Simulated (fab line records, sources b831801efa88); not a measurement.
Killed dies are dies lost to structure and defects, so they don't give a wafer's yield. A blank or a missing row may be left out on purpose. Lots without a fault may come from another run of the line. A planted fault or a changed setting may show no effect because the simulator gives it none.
Problem report in the 8D (eight disciplines) form, filled by code | flow sky130 | the parts of the form that need people (team, actions taken, sign-off) are left out

1. THE PROBLEM
beam_energy_keV at SKY_VT_ADJUST_NCORE_IMPLANT_09 reads a mean of 9.7488 on 6 wafers of 2 lots; wafers without a fault read 9.9997 with a standard deviation of 0.0028. That is -90 standard deviations from the usual mean.
First seen on wafer L435.2, day 12 00:25, on implanter-02. The record holds 39 wafers of 13 lots with a number at this step. Rule for "out", or "out of limits": more than 4 standard deviations from the usual mean. The other wafers with a number count as sound.

2. WHAT IT IS AND WHAT IT IS NOT
question                    | is                     | is not
which readings at this step | beam_energy_keV        | beam_on_s
which lots                  | L435, L438             | L425, L427, L428, L431, L432, L433, L434, L443, L445, L446, L448
which wafers of those lots  | all that have a number | -
read on which tools         | implanter-02           | implanter-03, implanter-04
when                        | from day 12 00:25      | up to then (21 sound wafers); but 12 sound wafers of L443, L445, L446, L448 came after

3. SUSPECTS, AND WHAT RULES EACH OUT
Counting: a tool at a process step up to the reading stays a suspect if it ran every lot that is out and no sound lot after the first of them.
- implanter-02 at SKY_VT_ADJUST_NCORE_IMPLANT_09: kept. It ran every lot that is out, first L435 (day 12 00:25), and no sound lot after that; its last sound lot up to then is L434 (day 11 10:40). Its own readings are out on those wafers: beam_energy_keV.
Left after counting: implanter-02 at SKY_VT_ADJUST_NCORE_IMPLANT_09.

4. THE CAUSE (what the simulator had put in)
Process parameter drift: implanter-02, from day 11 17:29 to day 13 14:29, at SKY_VT_ADJUST_NCORE_IMPLANT_09. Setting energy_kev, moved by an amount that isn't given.
Counting left only this tool.

5. THE CHAIN OF EFFECTS, in route order
Each row: a reading whose mean over the struck wafers that have a number lies more than 3 standard deviations from the usual. Only readings for which the record gives a usual standard deviation are gone through. hours: the time from each lot's start at the first step in this table that gives one to its start at this step, as a median over the lots. sigmas: the change in usual standard deviations.
hours | step                           | reading         | usual  | on struck wafers | change  | sigmas
0     | SKY_VT_ADJUST_NCORE_IMPLANT_09 | beam_energy_keV | 9.9997 | 9.7488           | -0.2509 | -90
The process steps in it:
- SKY_VT_ADJUST_NCORE_IMPLANT_09

6. WHAT WOULD HAVE CAUGHT IT SOONER
In this record the first reading out of limits was taken at day 12 00:25, 7 hours after the fault began at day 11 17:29.
